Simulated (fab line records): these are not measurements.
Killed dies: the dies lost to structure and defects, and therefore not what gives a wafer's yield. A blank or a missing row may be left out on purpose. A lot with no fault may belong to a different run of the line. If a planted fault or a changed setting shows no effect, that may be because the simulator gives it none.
Which tool was responsible? || flow gf180mcu || 39 wafers from 13 lots sampled at 4 of the route's 602 steps

## WHAT THE GAUGES SHOWED, per wafer
GF_STI_THK_MEAS_02. Usual: for STI_OXIDATION_THK the level is 9.96 nm and the standard deviation is 0.17.
{"lot": "L659", "measured": "day 1 11:31", "on": "film-metro-04", "STI_OXIDATION_THK (nm)": "10.17 10.08 10.19", "flag": ""}
{"lot": "L660", "measured": "day 1 16:31", "on": "film-metro-03", "STI_OXIDATION_THK (nm)": "9.88 9.93 9.94", "flag": ""}
{"lot": "L662", "measured": "day 2 02:31", "on": "film-metro-01", "STI_OXIDATION_THK (nm)": "9.91 9.75 9.93", "flag": ""}
{"lot": "L664", "measured": "day 2 12:31", "on": "film-metro-03", "STI_OXIDATION_THK (nm)": "9.96 10.00 10.00", "flag": ""}
{"lot": "L665", "measured": "day 2 20:28", "on": "film-metro-04", "STI_OXIDATION_THK (nm)": "9.88 9.90 9.94", "flag": ""}
{"lot": "L668", "measured": "day 3 08:32", "on": "film-metro-03", "STI_OXIDATION_THK (nm)": "10.15 9.97 9.96", "flag": ""}
{"lot": "L669", "measured": "day 3 13:31", "on": "film-metro-01", "STI_OXIDATION_THK (nm)": "9.93 9.88 9.92", "flag": ""}
{"lot": "L671", "measured": "day 4 00:21", "on": "film-metro-04", "STI_OXIDATION_THK (nm)": "10.12 10.08 10.10", "flag": ""}
{"lot": "L672", "measured": "day 4 05:29", "on": "film-metro-04", "STI_OXIDATION_THK (nm)": "10.11 10.11 10.21", "flag": ""}
{"lot": "L674", "measured": "day 4 16:23", "on": "film-metro-03", "STI_OXIDATION_THK (nm)": "9.94 9.85 9.87", "flag": ""}
{"lot": "L675", "measured": "day 4 21:54", "on": "film-metro-03", "STI_OXIDATION_THK (nm)": "9.80 9.95 9.95", "flag": ""}
{"lot": "L681", "measured": "day 6 01:32", "on": "film-metro-01", "STI_OXIDATION_THK (nm)": "10.21 10.11 9.98", "flag": ""}
{"lot": "L682", "measured": "day 6 06:31", "on": "film-metro-01", "STI_OXIDATION_THK (nm)": "10.04 10.07 10.02", "flag": ""}

GF_DNWELL_TW_MEAS_09. Usual: for DNWELL_TW the level is 1355 and the standard deviation is 13.
{"lot": "L659", "measured": "day 2 19:39", "on": "film-metro-03", "DNWELL_TW": "1362 1360 1363", "flag": ""}
{"lot": "L660", "measured": "day 3 00:33", "on": "film-metro-01", "DNWELL_TW": "1343 1336 1344", "flag": ""}
{"lot": "L662", "measured": "day 3 15:17", "on": "film-metro-02", "DNWELL_TW": "1341 1342 1341", "flag": ""}
{"lot": "L664", "measured": "day 3 20:56", "on": "film-metro-03", "DNWELL_TW": "1370 1367 1362", "flag": ""}
{"lot": "L665", "measured": "day 4 06:28", "on": "film-metro-02", "DNWELL_TW": "1363 1360 1366", "flag": ""}
{"lot": "L668", "measured": "day 4 18:22", "on": "film-metro-02", "DNWELL_TW": "1359 1358 1363", "flag": ""}
{"lot": "L669", "measured": "day 5 00:25", "on": "film-metro-03", "DNWELL_TW": "1364 1362 1365", "flag": ""}
{"lot": "L671", "measured": "day 5 13:24", "on": "film-metro-03", "DNWELL_TW": "1361 1360 1370", "flag": ""}
{"lot": "L672", "measured": "day 5 17:40", "on": "film-metro-02", "DNWELL_TW": "1341 1345 1349", "flag": ""}
{"lot": "L674", "measured": "day 6 04:02", "on": "film-metro-02", "DNWELL_TW": "1343 1345 1348", "flag": ""}
{"lot": "L675", "measured": "day 6 09:46", "on": "film-metro-03", "DNWELL_TW": "1357 1361 1357", "flag": ""}
{"lot": "L681", "measured": "day 7 18:10", "on": "film-metro-01", "DNWELL_TW": "1472 1481 1474", "flag": "OFF"}
{"lot": "L682", "measured": "day 7 22:01", "on": "film-metro-02", "DNWELL_TW": "1470 1470 1476", "flag": "OFF"}

GF_VT_IMPLANT_OVL_MEAS_07. Usual: for VT_IMPLANT_OVL the level is -0.8 nm and the standard deviation is 1.3.
{"lot": "L659", "measured": "day 5 17:03", "on": "overlay-01", "VT_IMPLANT_OVL (nm)": "0.3 0.4 -0.8", "flag": ""}
{"lot": "L660", "measured": "day 5 21:51", "on": "overlay-02", "VT_IMPLANT_OVL (nm)": "-0.4 0.1 -0.8", "flag": ""}
{"lot": "L662", "measured": "day 6 15:26", "on": "overlay-01", "VT_IMPLANT_OVL (nm)": "-0.5 -0.6 -1.1", "flag": ""}
{"lot": "L664", "measured": "day 6 22:14", "on": "overlay-01", "VT_IMPLANT_OVL (nm)": "-2.8 -1.0 -1.9", "flag": ""}
{"lot": "L665", "measured": "day 7 09:23", "on": "overlay-02", "VT_IMPLANT_OVL (nm)": "-0.7 -2.3 -0.5", "flag": ""}
{"lot": "L668", "measured": "day 7 22:54", "on": "overlay-02", "VT_IMPLANT_OVL (nm)": "-0.6 -0.8 -1.7", "flag": ""}
{"lot": "L669", "measured": "day 8 05:50", "on": "overlay-02", "VT_IMPLANT_OVL (nm)": "0.3 -2.4 0.3", "flag": ""}
{"lot": "L671", "measured": "day 8 21:29", "on": "overlay-02", "VT_IMPLANT_OVL (nm)": "-1.9 -4.4 -2.0", "flag": ""}
{"lot": "L672", "measured": "day 9 01:59", "on": "overlay-01", "VT_IMPLANT_OVL (nm)": "-1.5 -0.9 -0.4", "flag": ""}
{"lot": "L674", "measured": "day 9 14:02", "on": "overlay-02", "VT_IMPLANT_OVL (nm)": "-1.4 0.6 -2.2", "flag": ""}
{"lot": "L675", "measured": "day 9 21:21", "on": "overlay-02", "VT_IMPLANT_OVL (nm)": "-1.9 -1.8 -1.9", "flag": ""}
{"lot": "L681", "measured": "day 11 11:18", "on": "overlay-02", "VT_IMPLANT_OVL (nm)": "-0.6 1.2 -1.7", "flag": ""}
{"lot": "L682", "measured": "day 11 15:37", "on": "overlay-01", "VT_IMPLANT_OVL (nm)": "2.0 -1.6 0.8", "flag": ""}

## WHICH TOOL RAN EACH LOT (tool, then ch and the chambers of the sampled wafers, then the start)
{"lot": "L659", "GF_DNWELL_IMPLANT_07": "implanter-03 ch 0, day 2 19:25"}
{"lot": "L660", "GF_DNWELL_IMPLANT_07": "implanter-04 ch 0, day 3 00:19"}
{"lot": "L662", "GF_DNWELL_IMPLANT_07": "implanter-01 ch 0, day 3 15:02"}
{"lot": "L664", "GF_DNWELL_IMPLANT_07": "implanter-03 ch 0, day 3 20:41"}
{"lot": "L665", "GF_DNWELL_IMPLANT_07": "implanter-03 ch 0, day 4 06:05"}
{"lot": "L668", "GF_DNWELL_IMPLANT_07": "implanter-01 ch 0, day 4 18:08"}
{"lot": "L669", "GF_DNWELL_IMPLANT_07": "implanter-04 ch 0, day 5 00:10"}
{"lot": "L671", "GF_DNWELL_IMPLANT_07": "implanter-04 ch 0, day 5 13:10"}
{"lot": "L672", "GF_DNWELL_IMPLANT_07": "implanter-01 ch 0, day 5 17:26"}
{"lot": "L674", "GF_DNWELL_IMPLANT_07": "implanter-01 ch 0, day 6 03:49"}
{"lot": "L675", "GF_DNWELL_IMPLANT_07": "implanter-01 ch 0, day 6 09:32"}
{"lot": "L681", "GF_DNWELL_IMPLANT_07": "implanter-01 ch 0, day 7 17:56"}
{"lot": "L682", "GF_DNWELL_IMPLANT_07": "implanter-01 ch 0, day 7 21:46"}
- GF_DNWELL_IMPLANT_07

## WHAT THE TOOLS THEMSELVES READ (means of the sampled wafers that have a number; where no wafer has one, the mark that the record gives instead)
GF_DNWELL_IMPLANT_07. Usual: beam-on-s 10.00 s, standard deviation 0.2; end-station-pressure-torr 5.02e-06 Torr, standard deviation 2.5e-07; faraday-current-uA 56.4, standard deviation 1.1.
{"lot": "L659", "tool": "implanter-03", "beam-on-s (s)": 9.82, "end-station-pressure-torr (Torr)": 5.08e-06, "faraday-current-uA": 57.4, "flag": ""}
{"lot": "L660", "tool": "implanter-04", "beam-on-s (s)": 10.00, "end-station-pressure-torr (Torr)": 5.02e-06, "faraday-current-uA": 56.4, "flag": ""}
{"lot": "L662", "tool": "implanter-01", "beam-on-s (s)": 9.79, "end-station-pressure-torr (Torr)": 5.22e-06, "faraday-current-uA": 57.6, "flag": ""}
{"lot": "L664", "tool": "implanter-03", "beam-on-s (s)": 10.22, "end-station-pressure-torr (Torr)": 5.00e-06, "faraday-current-uA": 55.3, "flag": ""}
{"lot": "L665", "tool": "implanter-03", "beam-on-s (s)": 10.16, "end-station-pressure-torr (Torr)": 4.88e-06, "faraday-current-uA": 55.5, "flag": ""}
{"lot": "L668", "tool": "implanter-01", "beam-on-s (s)": 9.93, "end-station-pressure-torr (Torr)": 4.87e-06, "faraday-current-uA": 57.0, "flag": ""}
{"lot": "L669", "tool": "implanter-04", "beam-on-s (s)": 9.84, "end-station-pressure-torr (Torr)": 4.73e-06, "faraday-current-uA": 57.3, "flag": ""}
{"lot": "L671", "tool": "implanter-04", "beam-on-s (s)": 10.12, "end-station-pressure-torr (Torr)": 5.07e-06, "faraday-current-uA": 55.7, "flag": ""}
{"lot": "L672", "tool": "implanter-01", "beam-on-s (s)": 10.27, "end-station-pressure-torr (Torr)": 5.00e-06, "faraday-current-uA": 55.1, "flag": ""}
{"lot": "L674", "tool": "implanter-01", "beam-on-s (s)": 9.95, "end-station-pressure-torr (Torr)": 4.98e-06, "faraday-current-uA": 56.6, "flag": ""}
{"lot": "L675", "tool": "implanter-01", "beam-on-s (s)": 9.99, "end-station-pressure-torr (Torr)": 4.95e-06, "faraday-current-uA": 56.4, "flag": ""}
{"lot": "L681", "tool": "implanter-01", "beam-on-s (s)": 13.51, "end-station-pressure-torr (Torr)": 4.89e-06, "faraday-current-uA": 41.7, "flag": "OFF"}
{"lot": "L682", "tool": "implanter-01", "beam-on-s (s)": 13.42, "end-station-pressure-torr (Torr)": 5.32e-06, "faraday-current-uA": 42.1, "flag": "OFF"}

## THE ANSWER, worked out from the rows above alone
Rule: lot off if the mean of its wafers having a number is beyond 3 standard deviations from the usual mean. Also off: a lot with no number at a reading for which 4 or more lots have one. All remaining lots with rows at the step are treated as sound. Order of review: gauges by route order, followed by the tools' own readings, for which a lot's mean as printed above is used. At the first step where some lot is off, the reading lying furthest off is the one used; lots without a number count as furthest.
Off: at GF_DNWELL_TW_MEAS_09 (DNWELL_TW), L681, L682.
A tool fits if, at a process step before that reading, it ran every lot that is off, and no sound lot after the first of them. Not tried: the gauges at GF_DNWELL_TW_MEAS_09; whatever is off there is also off at GF_DNWELL_IMPLANT_07, on other tools, and gauge error can't account for it. One fits: implanter-01 at GF_DNWELL_IMPLANT_07. A fault onset in the window from L675 (day 6 09:32, its last sound lot) to L681 (day 7 17:56, its first lot off) fits.
The tool's own readings at GF_DNWELL_IMPLANT_07 bear it out: on the lots that are off they differ by more than 5 times the standard deviation of the sound lots' means. beam-on-s reads 13.46 s there against 10.01 s on the sound lots; faraday-current-uA reads 41.9 there against 56.4 on the sound lots.

## WHAT THE SIMULATOR PUT IN
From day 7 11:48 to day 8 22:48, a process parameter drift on implanter-01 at GF_DNWELL_IMPLANT_07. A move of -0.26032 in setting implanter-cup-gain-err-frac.
Struck lots among those shown: L681, L682. The rule above found the same.
